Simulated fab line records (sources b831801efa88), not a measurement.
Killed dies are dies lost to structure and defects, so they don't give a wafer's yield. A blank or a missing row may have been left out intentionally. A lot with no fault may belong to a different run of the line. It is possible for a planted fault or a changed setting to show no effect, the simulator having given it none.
fab line records	flow gf180mcu
record: lots: 15	wafers: 43	last-day: 34
route steps=602 shown V1@337 V2@384 V3@433
lots untouched by any fault: they come from a run of this same line in which no faults occurred
start-h: hours from the record's opening day to when the first of the lot's shown wafers began	wait-h: time in hours since the lot's previous step	" as in the row above	L1.1+2: a row that stands for several wafers	- no value present, or no start provided	* or withheld: withheld	< > ~ a bound
route shown NAME@n: NAME is a module with steps in the file, n the number in the route of the first one	usual: mean/standard deviation of fault-free wafers	same: alike in all rows	chamber/n: place in a boat	sites: readings site by site	_std_site: standard deviation of those values	_edge_site: inner sites' mean taken away from outer sites' mean	radius-mm: how far each site lies from the wafer's centre	mask NAME#n: copy n	behind: the tool/chamber that last shaped the wafer	hold: cause of the lot's hold/its duration in hours/its outcome	device: whichever transistor did not switch (one of n, p or np)	end of line: the same wafers' tests at the end of the route	where a step has no rows: the recipe by itself	killed: not the wafer's yield, but the dies lost to structure and defects at the first sort	map: dies across one wafer; x = killed, . = not, _ = none there
set.NAME: the setting as run; set.NAME@STEP: as run at that earlier step	model.NAME: the simulator's own value behind a step, which no gauge read
the route's steps for a sample of lots (tables are steps, rows are wafers)
services: when a tool's chamber went out of use (start-h, in hours from the record's first day, below 0 if earlier), for how many hours, and the reason
== steps ==
step: GF_V1_CVD_02
recipe: material: SiO2	target-thk-nm: 850	precursor: TEOS	temp-c: 400	time-s: 94.851	rf-w: 600
usual: heater-power-outer-w: 360/74	heater-power-w: 626/98
same: time-s: 94.851
lot.wafer	tool	chamber	start-h	wait-h	heater-power-outer-w	heater-power-w
L848.1	pecvd-01	0	382.86	0.1	218	393
L848.3	"	1	"	"	312	528
L848.4	"	0	"	"	249	443
L850.2	pecvd-01	2	407.96	0.0	371	683
L850.3	"	1	"	"	312	518
L850.5	"	0	"	"	206	387
L849.3	pecvd-03	1	409.51	0.0	453	733
L849.4	"	1	"	"	338	581
L849.6	"	2	"	"	286	555
L853.2	pecvd-03	1	432.12	0.0	425	705
L853.3	"	2	"	"	400	710
L853.4	"	1	"	"	458	737
L854.2	pecvd-03	1	438.26	0.0	420	716
L854.3	"	0	"	"	267	541
L854.4	"	0	"	"	295	578
L855.1	pecvd-03	0	455.09	0.1	259	510
L855.4	"	1	"	"	439	739
L855.5	"	2	"	"	377	666
L857.2	pecvd-03	1	468.58	0.0	364	624
L857.3	"	2	"	"	345	620
L857.4	"	2	"	"	376	657
L858.1	pecvd-01	2	476.12	0.1	345	637
L858.2	"	1	"	"	371	602
L858.4	"	0	"	"	207	391
L860.1	pecvd-03	1	495.32	0.1	456	743
L860.2	"	2	"	"	295	578
L860.4	"	2	"	"	340	634
L861.2	pecvd-03	1	504.09	0.0	386	646
L861.3	"	0	"	"	324	601
L861.6	"	2	"	"	331	617
L863.1	pecvd-04	0	519.96	0.1	442	756
L863.6	"	1	"	"	443	676
L867.1	pecvd-01	0	559.16	0.1	279	484
L867.3	"	1	"	"	292	495
L868.1	pecvd-03	0	562.94	0.1	270	530
L868.3	"	1	"	"	359	605
L868.6	"	1	"	"	391	668
L869.1	pecvd-03	1	564.99	0.1	334	593
L869.3	"	0	"	"	285	563
L869.6	"	1	"	"	385	668
L871.3	pecvd-04	1	582.46	0.0	451	672
L871.4	"	1	"	"	477	726
L871.5	"	2	"	"	356	642
step: GF_V1_CMP_04
recipe: material: SiO2	down-force-psi: 4	platen-rpm: 60	pad-velocity-m-s: 0.94248
usual: motor-current-A: 11.5/1.1	slurry-filter-dp-kPa: 13.51/0.12	slurry-flow-ml-min: 149.9/0.48	time-to-endpoint-s: 83/5
lot.wafer	tool	chamber	start-h	wait-h	motor-current-A	slurry-filter-dp-kPa	slurry-flow-ml-min	time-to-endpoint-s
L848.4	cmp-01	3	383.04	0.1	12.4	13.55	149.6	82
L848.3	"	0	"	"	11.2	13.56	149.6	78
L848.1	"	1	"	"	13.2	13.56	150.5	80
L850.3	cmp-01	0	408.19	0.1	11.3	13.33	149.4	85
L850.2	"	1	"	"	12.1	13.55	150.2	84
L850.5	"	3	"	"	12.3	13.35	150.0	88
L849.4	cmp-01	3	409.64	0.0	12.7	13.63	150.1	86
L849.3	"	1	"	"	13.2	13.70	150.2	75
L849.6	"	0	"	"	10.8	13.57	150.0	86
L853.2	cmp-02	1	432.25	0.0	10.9	13.33	150.0	76
L853.3	"	3	"	"	10.2	13.67	150.3	84
L853.4	"	0	"	"	10.1	13.37	149.0	74
L854.3	cmp-02	3	438.44	0.1	11.1	13.43	149.8	86
L854.2	"	0	"	"	10.5	13.41	150.0	74
L854.4	"	1	"	"	10.8	13.39	150.3	88
L855.4	cmp-02	2	455.27	0.1	11.9	13.59	150.1	90
L855.1	"	3	"	"	10.4	13.45	149.7	87
L855.5	"	2	"	"	11.2	13.66	149.0	83
L857.2	cmp-01	3	468.71	0.0	12.9	13.50	149.4	74
L857.4	"	1	"	"	12.5	13.60	150.1	76
L857.3	"	2	"	"	13.0	13.39	149.7	72
L858.1	cmp-01	1	476.25	0.1	12.5	13.59	150.4	78
L858.2	"	2	"	"	13.0	13.66	149.9	82
L858.4	"	0	"	"	10.3	13.45	150.4	86
L860.1	cmp-02	0	495.45	0.1	10.7	13.66	149.8	74
L860.4	"	1	"	"	10.6	13.48	150.5	87
L860.2	"	2	"	"	11.6	13.39	149.6	77
L861.2	cmp-02	2	504.22	0.0	11.6	13.34	149.8	82
L861.3	"	3	"	"	10.3	13.33	149.8	79
L861.6	"	2	"	"	11.5	13.60	150.0	89
L863.1	cmp-01	3	520.09	0.1	12.3	13.42	149.7	80
L863.6	"	0	"	"	10.0	13.56	148.8	90
L867.1	cmp-01	3	559.34	0.1	13.1	13.46	149.3	74
L867.3	"	1	"	"	12.2	13.66	150.1	72
L868.3	cmp-02	3	563.07	0.0	10.6	13.70	150.4	82
L868.1	"	2	"	"	11.6	13.34	149.6	85
L868.6	"	0	"	"	10.5	13.46	149.6	85
L869.1	cmp-01	2	565.17	0.1	12.5	13.27	150.0	81
L869.3	"	3	"	"	12.5	13.63	149.4	83
L869.6	"	2	"	"	13.0	13.59	150.3	85
L871.3	cmp-01	1	582.59	0.0	12.7	13.57	149.3	75
L871.4	"	0	"	"	10.9	13.63	150.2	87
L871.5	"	2	"	"	13.3	13.62	149.8	89
step: GF_V2_CVD_02
recipe: material: SiO2	target-thk-nm: 850	precursor: TEOS	temp-c: 400	time-s: 94.851	rf-w: 600
usual: heater-power-outer-w: 342/70	heater-power-w: 590/100
lot.wafer	tool	chamber	start-h	wait-h	heater-power-outer-w	heater-power-w
L848.1	pecvd-01	0	433.17	0.1	277	468
L848.3	"	1	"	"	332	555
L848.4	"	2	"	"	283	543
L850.2	pecvd-01	2	459.89	0.0	315	594
L850.3	"	0	"	"	242	438
L850.5	"	1	"	"	389	607
L849.3	pecvd-02	0	460.54	0.0	325	632
L849.4	"	2	"	"	402	645
L849.6	"	1	"	"	346	531
L853.2	pecvd-01	1	482.18	0.0	300	497
L853.3	"	0	"	"	287	491
L853.4	"	1	"	"	333	546
L854.2	pecvd-01	2	488.37	0.0	366	705
L854.3	"	0	"	"	253	448
L854.4	"	1	"	"	387	606
L855.1	pecvd-02	0	505.94	0.1	368	682
L855.4	"	2	"	"	415	670
L855.5	"	0	"	"	391	720
L857.2	pecvd-03	0	518.38	0.0	279	549
L857.3	"	1	"	"	369	636
L857.4	"	1	"	"	402	690
L858.1	pecvd-03	2	525.69	0.1	362	663
L858.2	"	0	"	"	270	530
L858.4	"	1	"	"	432	693
L860.1	pecvd-02	1	543.41	0.1	312	481
L860.2	"	2	"	"	530	815
L860.4	"	1	"	"	347	520
L861.2	pecvd-01	0	552.80	0.0	285	491
L861.3	"	2	"	"	301	582
L861.6	"	2	"	"	334	645
L863.1	pecvd-01	1	567.96	0.1	373	606
L863.6	"	2	"	"	281	542
L867.1	pecvd-01	2	604.74	0.1	313	607
L867.3	"	0	"	"	260	459
L868.1	pecvd-01	2	608.54	0.1	294	565
L868.3	"	1	"	"	395	618
L868.6	"	1	"	"	288	493
L869.1	pecvd-02	2	610.21	0.1	506	775
L869.3	"	0	"	"	375	694
L869.6	"	0	"	"	398	723
L871.3	pecvd-02	1	626.99	0.0	299	455
L871.4	"	0	"	"	304	588
L871.5	"	2	"	"	457	750
step: GF_V2_THK_MEAS_03
recipe: reads: SiO2_of_V2_CVD_02
usual: V2_CVD_02_THK: 850/10
lot.wafer	tool	chamber	start-h	wait-h	V2_CVD_02_THK[nm]
L848.1	film-metro-02	-	433.24	0.0	853
L848.3	"	-	"	"	843
L848.4	"	-	"	"	856
L850.2	film-metro-01	-	459.97	0.0	830
L850.3	"	-	"	"	842
L850.5	"	-	"	"	858
L849.3	film-metro-03	-	460.63	0.1	851
L849.4	"	-	"	"	864
L849.6	"	-	"	"	864
L853.2	film-metro-01	-	482.26	0.0	849
L853.3	"	-	"	"	848
L853.4	"	-	"	"	861
L854.2	film-metro-03	-	488.45	0.0	838
L854.3	"	-	"	"	841
L854.4	"	-	"	"	857
L855.1	film-metro-02	-	506.00	0.0	846
L855.4	"	-	"	"	856
L855.5	"	-	"	"	869
L857.2	film-metro-02	-	518.46	0.0	845
L857.3	"	-	"	"	849
L857.4	"	-	"	"	865
L858.1	film-metro-01	-	525.76	0.0	824
L858.2	"	-	"	"	829
L858.4	"	-	"	"	848
L860.1	film-metro-01	-	543.48	0.0	834
L860.2	"	-	"	"	848
L860.4	"	-	"	"	856
L861.2	film-metro-02	-	552.88	0.0	842
L861.3	"	-	"	"	853
L861.6	"	-	"	"	861
L863.1	film-metro-01	-	568.03	0.0	505
L863.6	"	-	"	"	848
L867.1	film-metro-01	-	604.81	0.0	510
L867.3	"	-	"	"	839
L868.1	film-metro-02	-	608.60	0.0	517
L868.3	"	-	"	"	839
L868.6	"	-	"	"	871
L869.1	film-metro-02	-	610.28	0.0	841
L869.3	"	-	"	"	843
L869.6	"	-	"	"	850
L871.3	film-metro-03	-	627.07	0.1	850
L871.4	"	-	"	"	851
L871.5	"	-	"	"	852
step: GF_V2_CMP_04
recipe: material: SiO2	down-force-psi: 4	platen-rpm: 60	pad-velocity-m-s: 0.94248
usual: motor-current-A: 11.4/1.1	slurry-filter-dp-kPa: 13.50/0.13	slurry-flow-ml-min: 150.0/0.49	time-to-endpoint-s: 82/5.1
lot.wafer	tool	chamber	start-h	wait-h	motor-current-A	slurry-filter-dp-kPa	slurry-flow-ml-min	time-to-endpoint-s
L848.1	cmp-01	2	433.30	0.1	12.1	13.62	149.9	78
L848.3	"	0	"	"	10.7	13.55	149.7	80
L848.4	"	1	"	"	13.6	13.46	150.0	79
L850.3	cmp-01	1	460.07	0.1	12.9	13.61	149.9	75
L850.2	"	2	"	"	12.7	13.60	149.3	75
L850.5	"	1	"	"	12.4	13.46	149.9	84
L849.4	cmp-01	3	460.67	0.0	12.4	13.25	150.1	85
L849.3	"	0	"	"	10.9	13.46	150.9	82
L849.6	"	0	"	"	11.2	13.34	150.2	87
L853.4	cmp-02	2	482.31	0.0	11.8	13.41	150.9	89
L853.3	"	0	"	"	10.3	13.66	149.9	85
L853.2	"	1	"	"	10.7	13.42	150.5	82
L854.4	cmp-02	0	488.50	0.0	10.1	13.64	150.3	86
L854.2	"	1	"	"	10.7	13.62	150.3	81
L854.3	"	3	"	"	10.6	13.68	150.0	79
L855.1	cmp-02	2	506.16	0.1	12.4	13.52	150.4	80
L855.4	"	3	"	"	10.8	13.54	149.3	88
L855.5	"	0	"	"	10.2	13.60	151.1	87
L857.4	cmp-02	0	518.51	0.0	10.8	13.48	150.2	88
L857.2	"	1	"	"	10.8	13.37	151.0	79
L857.3	"	2	"	"	11.4	13.56	150.2	80
L858.2	cmp-02	3	525.82	0.0	10.6	13.64	149.9	76
L858.4	"	0	"	"	10.2	13.39	149.9	80
L858.1	"	2	"	"	12.0	13.30	150.3	71
L860.2	cmp-02	2	543.54	0.0	11.0	13.53	149.7	84
L860.1	"	3	"	"	10.5	13.69	150.2	81
L860.4	"	1	"	"	10.7	13.26	150.3	86
L861.3	cmp-01	3	552.93	0.0	12.9	13.47	150.1	83
L861.2	"	2	"	"	12.9	13.32	149.5	80
L861.6	"	0	"	"	10.8	13.55	149.2	88
L863.1	cmp-01	3	568.24	0.2	12.0	13.61	150.1	38
L863.6	"	1	"	"	12.4	13.67	149.7	81
L867.1	cmp-01	3	604.97	0.1	12.8	13.32	150.2	44
L867.3	"	0	"	"	10.7	13.61	149.9	84
L868.3	cmp-02	1	608.87	0.2	10.8	13.48	150.5	74
L868.1	"	0	"	"	10.2	13.73	150.0	36
L868.6	"	2	"	"	11.5	13.54	149.7	82
L869.3	cmp-01	3	610.44	0.1	12.7	13.26	149.9	87
L869.1	"	0	"	"	11.0	13.80	149.5	84
L869.6	"	1	"	"	13.4	13.28	149.3	80
L871.3	cmp-02	1	627.21	0.1	10.5	13.72	150.4	74
L871.4	"	2	"	"	12.0	13.63	149.2	77
L871.5	"	0	"	"	10.4	13.48	149.5	76
step: GF_V2_ETCH_17
recipe: chemistry: C4F8/O2/Ar	mask-material: KrF	target: SiO2	stop-on: TiN	source-w: 1500	bias-w: 1200	pressure-mtorr: 40	c4f8-flow-sccm: withheld	O2_flow_sccm: 6	Ar_flow_sccm: 300	time-s: withheld	target-depth-a: 6300
usual: oes-product-au: 0.855/0.005
lot.wafer	tool	chamber	start-h	wait-h	oes-product-au
L848.1	rie-diel-02	2	-	-	0.855
L848.3	"	1	"	"	0.859
L848.4	"	1	"	"	0.850
L850.2	rie-diel-02	0	-	-	0.850
L850.3	"	2	"	"	0.846
L850.5	"	2	"	"	0.850
L849.3	rie-diel-01	0	-	-	0.856
L849.4	"	2	"	"	0.862
L849.6	"	0	"	"	0.861
L853.2	rie-diel-04	0	-	-	0.860
L853.3	"	3	"	"	0.847
L853.4	"	2	"	"	0.852
L854.2	rie-diel-01	1	-	-	0.854
L854.3	"	0	"	"	0.854
L854.4	"	2	"	"	0.857
L855.1	rie-diel-02	2	-	-	0.853
L855.4	"	1	"	"	0.866
L855.5	"	2	"	"	0.854
L857.2	rie-diel-01	2	-	-	0.862
L857.3	"	1	"	"	0.849
L857.4	"	0	"	"	0.862
L858.1	rie-diel-02	1	-	-	0.848
L858.2	"	0	"	"	0.854
L858.4	"	3	"	"	0.860
L860.1	rie-diel-01	0	-	-	0.856
L860.2	"	1	"	"	0.857
L860.4	"	3	"	"	0.855
L861.2	rie-diel-02	2	-	-	0.861
L861.3	"	0	"	"	0.858
L861.6	"	2	"	"	0.857
L863.1	rie-diel-01	2	-	-	0.752
L863.6	"	2	"	"	0.852
L867.1	rie-diel-04	0	-	-	0.764
L867.3	"	2	"	"	0.857
L868.1	rie-diel-04	3	-	-	0.774
L868.3	"	2	"	"	0.860
L868.6	"	1	"	"	0.862
L869.1	rie-diel-02	2	-	-	0.854
L869.3	"	0	"	"	0.854
L869.6	"	3	"	"	0.860
L871.3	rie-diel-01	0	-	-	0.859
L871.4	"	2	"	"	0.849
L871.5	"	2	"	"	0.863
step: GF_V3_CMP_04
recipe: material: SiO2	down-force-psi: 4	platen-rpm: 60	pad-velocity-m-s: 0.94248
usual: motor-current-A: 11.5/1	slurry-filter-dp-kPa: 13.52/0.14	slurry-flow-ml-min: 150.0/0.45	time-to-endpoint-s: 82/5.6
lot.wafer	tool	chamber	start-h	wait-h	motor-current-A	slurry-filter-dp-kPa	slurry-flow-ml-min	time-to-endpoint-s
L848.4	cmp-02	2	484.49	0.0	12.1	13.32	150.1	81
L848.3	"	3	"	"	11.0	13.37	149.6	82
L848.1	"	0	"	"	10.4	13.51	150.1	79
L850.2	cmp-02	2	510.29	0.1	11.2	13.37	150.0	80
L850.3	"	3	"	"	10.7	13.47	150.7	83
L850.5	"	1	"	"	10.6	13.41	149.6	82
L849.3	cmp-02	1	511.69	0.1	10.7	13.52	150.3	84
L849.4	"	2	"	"	11.4	13.52	150.4	87
L849.6	"	3	"	"	11.0	13.35	149.7	92
L853.4	cmp-01	3	531.93	0.1	12.7	13.29	150.1	90
L853.2	"	0	"	"	10.8	13.91	149.9	88
L853.3	"	1	"	"	12.4	13.48	149.6	79
L854.4	cmp-02	1	538.83	0.1	10.6	13.67	149.8	82
L854.2	"	2	"	"	11.1	13.59	149.7	84
L854.3	"	3	"	"	10.5	13.69	150.6	87
L855.1	cmp-01	0	553.96	0.1	10.7	13.51	149.7	89
L855.4	"	3	"	"	12.1	13.34	150.2	87
L855.5	"	0	"	"	10.5	13.48	149.4	79
L857.2	cmp-02	0	566.80	0.0	10.0	13.67	150.7	84
L857.4	"	1	"	"	10.5	13.77	150.3	88
L857.3	"	2	"	"	11.1	13.41	149.7	80
L858.4	cmp-01	1	574.61	0.0	12.5	13.40	150.8	82
L858.2	"	2	"	"	12.7	13.65	149.6	83
L858.1	"	0	"	"	11.4	13.66	150.2	81
L860.2	cmp-01	0	590.75	0.0	10.0	13.51	149.3	83
L860.4	"	1	"	"	13.4	13.69	150.3	87
L860.1	"	3	"	"	12.5	13.63	150.0	86
L861.2	cmp-01	3	598.84	0.0	12.7	13.53	149.5	85
L861.3	"	2	"	"	12.8	13.37	150.2	82
L861.6	"	0	"	"	10.4	13.42	150.2	89
L863.1	cmp-02	2	615.07	0.2	11.5	13.49	150.4	78
L863.6	"	3	"	"	10.4	13.60	149.4	88
L867.3	cmp-01	0	649.22	0.1	11.0	13.71	150.2	79
L867.1	"	1	"	"	12.6	13.50	150.0	78
L868.1	cmp-02	0	652.67	0.2	10.6	13.51	151.1	67
L868.3	"	1	"	"	10.6	13.55	148.8	66
L868.6	"	3	"	"	10.6	13.66	150.8	74
L869.3	cmp-02	2	654.22	0.1	12.2	13.58	149.4	72
L869.1	"	3	"	"	10.2	13.35	149.3	74
L869.6	"	1	"	"	11.3	13.40	150.0	79
L871.4	cmp-01	3	668.93	0.1	12.5	13.69	150.4	90
L871.3	"	1	"	"	12.8	13.46	150.2	83
L871.5	"	3	"	"	12.5	13.64	150.1	90
== services ==
tool	chamber	start-h	hours	kind
pecvd-01	0	363.74	5.7	repair
pecvd-03	-	368.88	14.0	pm
rie-diel-02	3	379.17	5.3	repair
cmp-01	-	404.00	4.0	pm
rie-diel-02	-	423.43	0.5	repair
rie-diel-02	1	428.41	24.2	repair
rie-diel-02	3	431.63	6.2	repair
rie-diel-02	2	432.13	1.7	repair
rie-diel-02	0	436.29	31.9	repair
cmp-01	-	451.10	0.6	repair
cmp-02	-	460.92	5.3	pm
rie-diel-02	1	476.66	3.2	repair
pecvd-01	-	513.72	5.5	pm
rie-diel-02	0	513.77	2.8	repair
cmp-02	-	550.40	6.2	repair
cmp-02	-	576.00	4.0	pm
pecvd-01	-	576.23	1.3	repair
pecvd-03	-	597.70	28.1	pm
rie-diel-02	-	612.42	1.5	repair
cmp-02	-	644.31	5.6	repair
cmp-01	-	649.96	7.0	pm
cmp-01	-	654.46	4.0	repair
cmp-02	-	658.63	4.6	pm
pecvd-03	-	662.93	0.8	repair
== key ==
first-sign: step: GF_V2_THK_MEAS_03	reading: V2_CVD_02_THK	direction: down	sigmas: 34	usual: 850	struck: 511
effect: step: GF_V2_CMP_04	reading: time-to-endpoint-s	direction: down	sigmas: 8.2	usual: *	struck: *
effect: step: GF_V2_ETCH_17	reading: oes-product-au	direction: down	sigmas: 18	usual: 0.855	struck: 0.763
met-at GF_V2_CVD_02
struck-lots L863,L867,L868
struck-wafers L863.1,L867.1,L868.1
sort-left-out L863.1,L867.1,L868.1
not-acting-at GF_V1_CVD_02,GF_V1_CMP_04,GF_V3_CMP_04
onset-between 552.80 567.96
fault: kind: process-parameter-drift	tool: pecvd-01	chamber: -	onset-h: 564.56	steps: GF_V2_CVD_02	channel: target-thk-nm	offset: -329.8	shape: step	end-h: 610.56	scope: struck-wafers-only	acts-in: these-recipes-only	stated: 850
sort-left-out: the simulated sort isn't trusted on such a fault, so these wafers' sort isn't shown, and their yield isn't known
